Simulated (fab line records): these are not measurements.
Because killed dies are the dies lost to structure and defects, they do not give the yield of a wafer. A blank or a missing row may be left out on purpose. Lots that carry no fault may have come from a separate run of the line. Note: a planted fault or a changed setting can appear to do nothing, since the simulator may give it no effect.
Tool commonality check | flow gf180mcu | Sample size 13 lots and 39 wafers

## WHY IT WAS OPENED
GF_PSD_RS_MEAS_14, reading NSD_RS: flagged on 2 of 13 lots. Wafers without a fault read 46.11 ohm/sq, standard deviation 0.093.
Rule: flag the lot when none of its wafers has a number, or when each of its wafers that has one lies beyond 4 standard deviations from that mean. The other lots count as sound.

lot  | measured     | on           | NSD_RS (ohm/sq), wafer by wafer | flag
L450 | day 14 08:31 | filmMetro-04 | 46.22 46.29 46.14               | 
L452 | day 14 21:11 | filmMetro-03 | 46.07 46.03 46.12               | 
L455 | day 16 03:16 | filmMetro-04 | 46.19 46.18 46.27               | 
L456 | day 16 08:06 | filmMetro-03 | 46.13 46.00 46.01               | 
L457 | day 16 22:11 | filmMetro-03 | 45.96 45.89 46.03               | 
L458 | day 17 08:12 | filmMetro-01 | 46.00 46.23 46.11               | 
L466 | day 19 23:58 | filmMetro-04 | 42.29 42.36 42.29               | FLAGGED
L467 | day 20 07:17 | filmMetro-01 | 46.07 46.10 46.08               | 
L468 | day 20 15:07 | filmMetro-03 | 42.51 42.40 42.48               | FLAGGED
L469 | day 21 00:14 | filmMetro-03 | 46.03 46.08 46.11               | 
L470 | day 21 06:41 | filmMetro-03 | 46.09 46.02 46.11               | 
L471 | day 21 18:07 | filmMetro-04 | 46.10 46.26 46.18               | 
L472 | day 21 21:53 | filmMetro-01 | 46.11 46.19 46.17               | 
Average over the flagged lots: 42.39 ohm/sq; offset from the usual -3.72 ohm/sq, equal to -40 standard deviations.

## WHICH TOOL RAN EACH LOT
Before the reading, the record contains 2 process steps out of a 602-step route. Each cell gives the tool, then ch followed by the chambers the sampled wafers passed through, then the start.
lot  | flag    | GF_HV_LDD_STRIP_49                  | GF_PSD_RTA_13
L450 |         | plasmaAsher-03 ch 0,1, day 12 11:21 | rtpAnneal-01 ch 0, day 14 08:26
L452 |         | plasmaAsher-01 ch 0,1, day 12 23:09 | rtpAnneal-01 ch 0, day 14 21:05
L455 |         | plasmaAsher-03 ch 0,1, day 14 05:06 | rtpAnneal-02 ch 0, day 16 03:11
L456 |         | plasmaAsher-02 ch 0,1, day 14 09:45 | rtpAnneal-01 ch 0, day 16 08:01
L457 |         | plasmaAsher-03 ch 0,1, day 14 22:30 | rtpAnneal-01 ch 0, day 16 22:07
L458 |         | plasmaAsher-03 ch 0,1, day 15 07:27 | rtpAnneal-02 ch 0, day 17 08:07
L466 | FLAGGED | plasmaAsher-03 ch 0,1, day 17 20:41 | rtpAnneal-01 ch 0, day 19 23:53
L467 |         | plasmaAsher-01 ch 0,1, day 18 02:54 | rtpAnneal-02 ch 0, day 20 07:11
L468 | FLAGGED | plasmaAsher-01 ch 0,1, day 18 10:24 | rtpAnneal-01 ch 0, day 20 15:01
L469 |         | plasmaAsher-03 ch 0,1, day 18 19:32 | rtpAnneal-02 ch 0, day 21 00:08
L470 |         | plasmaAsher-03 ch 0,1, day 19 02:13 | rtpAnneal-02 ch 0, day 21 06:35
L471 |         | plasmaAsher-03 ch 0,1, day 19 14:02 | rtpAnneal-02 ch 0, day 21 18:01
L472 |         | plasmaAsher-02 ch 0,1, day 19 17:56 | rtpAnneal-02 ch 0, day 21 21:49
What the steps here do:
- GF_HV_LDD_STRIP_49: strips in O2/N2.
- GF_PSD_RTA_13: time 20 s.
- GF_PSD_RS_MEAS_14: measures by four-point-probe.

## FLAGGED OVER TOTAL, TOOL BY TOOL (the gauges that took the reading come last)
step               | tool           | lots run | flagged | share of the flagged lots | sound lots run after its first flagged lot
GF_HV_LDD_STRIP_49 | plasmaAsher-01 | 3        | 1       | some                      | 0
GF_HV_LDD_STRIP_49 | plasmaAsher-02 | 2        | 0       | none                      | -
GF_HV_LDD_STRIP_49 | plasmaAsher-03 | 8        | 1       | some                      | 3 (L469,L470,L471)
GF_PSD_RTA_13      | rtpAnneal-01   | 6        | 2       | all                       | 0
GF_PSD_RTA_13      | rtpAnneal-02   | 7        | 0       | none                      | -
GF_PSD_RS_MEAS_14  | filmMetro-01   | 3        | 0       | none                      | -
GF_PSD_RS_MEAS_14  | filmMetro-03   | 6        | 1       | some                      | 2 (L469,L470)
GF_PSD_RS_MEAS_14  | filmMetro-04   | 4        | 1       | some                      | 1 (L471)

## WHAT THE TABLE ALLOWS
1 row of the table ran every flagged lot: rtpAnneal-01 at GF_PSD_RTA_13.
- rtpAnneal-01 at GF_PSD_RTA_13 ran 6 lots, 2 of them flagged. Its last sound lot is L457 (day 16 22:07), its first flagged lot L466 (day 19 23:53): a fault that began between those two fits. Its own readings (wafer_temp_C_max) fall more than 4 standard deviations out on all wafers of the flagged lots.
One tool is left: rtpAnneal-01 at GF_PSD_RTA_13.

## WHAT WAS PUT IN BY THE SIMULATOR
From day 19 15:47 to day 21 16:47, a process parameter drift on rtpAnneal-01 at GF_PSD_RTA_13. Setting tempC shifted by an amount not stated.
Shown lots that were struck: L466, L468. The same result came from the rule above.
